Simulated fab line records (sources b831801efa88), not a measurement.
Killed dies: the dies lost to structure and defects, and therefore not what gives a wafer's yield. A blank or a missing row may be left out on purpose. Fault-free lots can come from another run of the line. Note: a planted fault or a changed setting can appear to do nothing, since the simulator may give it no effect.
Split-lot study :: flow sky130 :: route with 708 steps; 5 lots, 23 wafers read

== SPLIT DETAILS ==
At SKY_LDD_HVN_IMPLANT_08, the setting dose cm2 was moved away from the recipe's 3e+13 on 11 of the 23 wafers read, by +3.1% to +6.0%. For the rest of the wafers, this setting stayed at what the recipe calls for.

== THE PATH FROM SPLIT TO READING: the file shows 1 step between them ==
- SKY_LDD_HVN_STRIP_09: strips in O2/N2

== THE READING ==
LDD_HVN_TW, at SKY_LDD_HVN_TW_MEAS_10. Fault-free wafers of this fab line usually give 1423, standard deviation 6.7.

wafer: L074.1
tool, chamber at the split: implanter-04, 0
dose cm2 as run: 3.179e+13
against the recipe: +6.0%
LDD_HVN_TW: 1448
against lot-mates on the recipe: +20

wafer: L074.2
tool, chamber at the split: implanter-04, 0
dose cm2 as run: 3e+13
against the recipe: recipe
LDD_HVN_TW: 1426
against lot-mates on the recipe: -

wafer: L074.3
tool, chamber at the split: implanter-04, 0
dose cm2 as run: 3.179e+13
against the recipe: +6.0%
LDD_HVN_TW: 1449
against lot-mates on the recipe: +21

wafer: L074.4
tool, chamber at the split: implanter-04, 0
dose cm2 as run: 3e+13
against the recipe: recipe
LDD_HVN_TW: 1430
against lot-mates on the recipe: -

wafer: L074.6
tool, chamber at the split: implanter-04, 0
dose cm2 as run: 3.179e+13
against the recipe: +6.0%
LDD_HVN_TW: 1452
against lot-mates on the recipe: +24

wafer: L075.1
tool, chamber at the split: implanter-04, 0
dose cm2 as run: 3e+13
against the recipe: recipe
LDD_HVN_TW: 1418
against lot-mates on the recipe: -

wafer: L075.3
tool, chamber at the split: implanter-04, 0
dose cm2 as run: 3.093e+13
against the recipe: +3.1%
LDD_HVN_TW: 1429
against lot-mates on the recipe: +12

wafer: L075.4
tool, chamber at the split: implanter-04, 0
dose cm2 as run: 3.093e+13
against the recipe: +3.1%
LDD_HVN_TW: 1424
against lot-mates on the recipe: +8

wafer: L075.5
tool, chamber at the split: implanter-04, 0
dose cm2 as run: 3e+13
against the recipe: recipe
LDD_HVN_TW: 1415
against lot-mates on the recipe: -

wafer: L075.6
tool, chamber at the split: implanter-04, 0
dose cm2 as run: 3.093e+13
against the recipe: +3.1%
LDD_HVN_TW: 1431
against lot-mates on the recipe: +14

wafer: L076.1
tool, chamber at the split: implanter-04, 0
dose cm2 as run: 3.12e+13
against the recipe: +4.0%
LDD_HVN_TW: 1447
against lot-mates on the recipe: +18

wafer: L076.2
tool, chamber at the split: implanter-04, 0
dose cm2 as run: 3.12e+13
against the recipe: +4.0%
LDD_HVN_TW: 1446
against lot-mates on the recipe: +18

wafer: L076.3
tool, chamber at the split: implanter-04, 0
dose cm2 as run: 3e+13
against the recipe: recipe
LDD_HVN_TW: 1425
against lot-mates on the recipe: -

wafer: L076.5
tool, chamber at the split: implanter-04, 0
dose cm2 as run: 3e+13
against the recipe: recipe
LDD_HVN_TW: 1432
against lot-mates on the recipe: -

wafer: L076.6
tool, chamber at the split: implanter-04, 0
dose cm2 as run: 3.12e+13
against the recipe: +4.0%
LDD_HVN_TW: 1446
against lot-mates on the recipe: +18

wafer: L077.1
tool, chamber at the split: implanter-03, 0
dose cm2 as run: 3.12e+13
against the recipe: +4.0%
LDD_HVN_TW: 1445
against lot-mates on the recipe: +26

wafer: L077.2
tool, chamber at the split: implanter-03, 0
dose cm2 as run: 3e+13
against the recipe: recipe
LDD_HVN_TW: 1421
against lot-mates on the recipe: -

wafer: L077.3
tool, chamber at the split: implanter-03, 0
dose cm2 as run: 3e+13
against the recipe: recipe
LDD_HVN_TW: 1421
against lot-mates on the recipe: -

wafer: L077.4
tool, chamber at the split: implanter-03, 0
dose cm2 as run: 3.12e+13
against the recipe: +4.0%
LDD_HVN_TW: 1451
against lot-mates on the recipe: +32

wafer: L077.6
tool, chamber at the split: implanter-03, 0
dose cm2 as run: 3e+13
against the recipe: recipe
LDD_HVN_TW: 1415
against lot-mates on the recipe: -

wafer: L081.1
tool, chamber at the split: implanter-04, 0
dose cm2 as run: 3e+13
against the recipe: recipe
LDD_HVN_TW: 1411
against lot-mates on the recipe: -

wafer: L081.2
tool, chamber at the split: implanter-04, 0
dose cm2 as run: 3e+13
against the recipe: recipe
LDD_HVN_TW: 1415
against lot-mates on the recipe: -

wafer: L081.3
tool, chamber at the split: implanter-04, 0
dose cm2 as run: 3e+13
against the recipe: recipe
LDD_HVN_TW: 1417
against lot-mates on the recipe: -

THE FIT
A straight line over all 23 wafers: LDD_HVN_TW changes by +5.26 for each +1% of dose cm2; r = +0.88; the points scatter about the line by 6.6.
The same after taking each lot's own level away (the mean of its wafers on the recipe; 23 wafers): +4.28 for each +1%; r = +0.91; scatter 4.7.
That fit puts the effect of the largest move of dose cm2 on the reading at 26.
Across the lots, their own levels run from 1414.3 to 1428.5, a range of 2.1 times the standard deviation given above.
Thus the slope moves with the lot-to-lot level: the two fits are different.
Check: for one of the wafers moved furthest among these (+6.0%), held out of the fit, the line's prediction against its lot-mates is +27.1. Against them it came out at +20.

== OTHER SPLITS ON THESE WAFERS ==
Note: prior to the reading, these wafers also went through further splits. Each is held against what the fit with the lots' levels taken away leaves over:
other split on the same wafers: SKY_VT_ADJUST_HVTR_IMPLANT_09 dose cm2
wafers away from the commonest value: 7
r with LDD_HVN_TW (lot level and that fit taken away): +0.29

other split on the same wafers: SKY_SONOS_TUNNEL_DEVELOP_06 develop time s
wafers away from the commonest value: 8
r with LDD_HVN_TW (lot level and that fit taken away): +0.09

other split on the same wafers: SKY_SONOS_ONO_EXPOSE_10 dose mj
wafers away from the commonest value: 7
r with LDD_HVN_TW (lot level and that fit taken away): -0.09

other split on the same wafers: SKY_GATE_OXIDE_OXIDATION_01 ox time s
wafers away from the commonest value: 18
r with LDD_HVN_TW (lot level and that fit taken away): -0.46

other split on the same wafers: SKY_GATE_OXIDE_IMPLANT_11 energy kev
wafers away from the commonest value: 5
r with LDD_HVN_TW (lot level and that fit taken away): -0.19

other split on the same wafers: SKY_RES_PROTECT_COAT_02 resist thk nm
wafers away from the commonest value: 12
r with LDD_HVN_TW (lot level and that fit taken away): -0.21

other split on the same wafers: SKY_POLY_GATE_IMPLANT_02 dose cm2
wafers away from the commonest value: 6
r with LDD_HVN_TW (lot level and that fit taken away): +0.24

other split on the same wafers: SKY_LDD_N_IMPLANT_09 energy kev
wafers away from the commonest value: 10
r with LDD_HVN_TW (lot level and that fit taken away): +0.03

other split on the same wafers: SKY_LDD_P_COAT_02 resist thk nm
wafers away from the commonest value: 8
r with LDD_HVN_TW (lot level and that fit taken away): -0.17

other split on the same wafers: SKY_LDD_P_DEVELOP_06 dev temp c
wafers away from the commonest value: 10
r with LDD_HVN_TW (lot level and that fit taken away): -0.02

== THE FILE'S OWN FIT ==
LDD_HVN_TW changes by +4.55 for each +1% of dose cm2, r = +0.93.
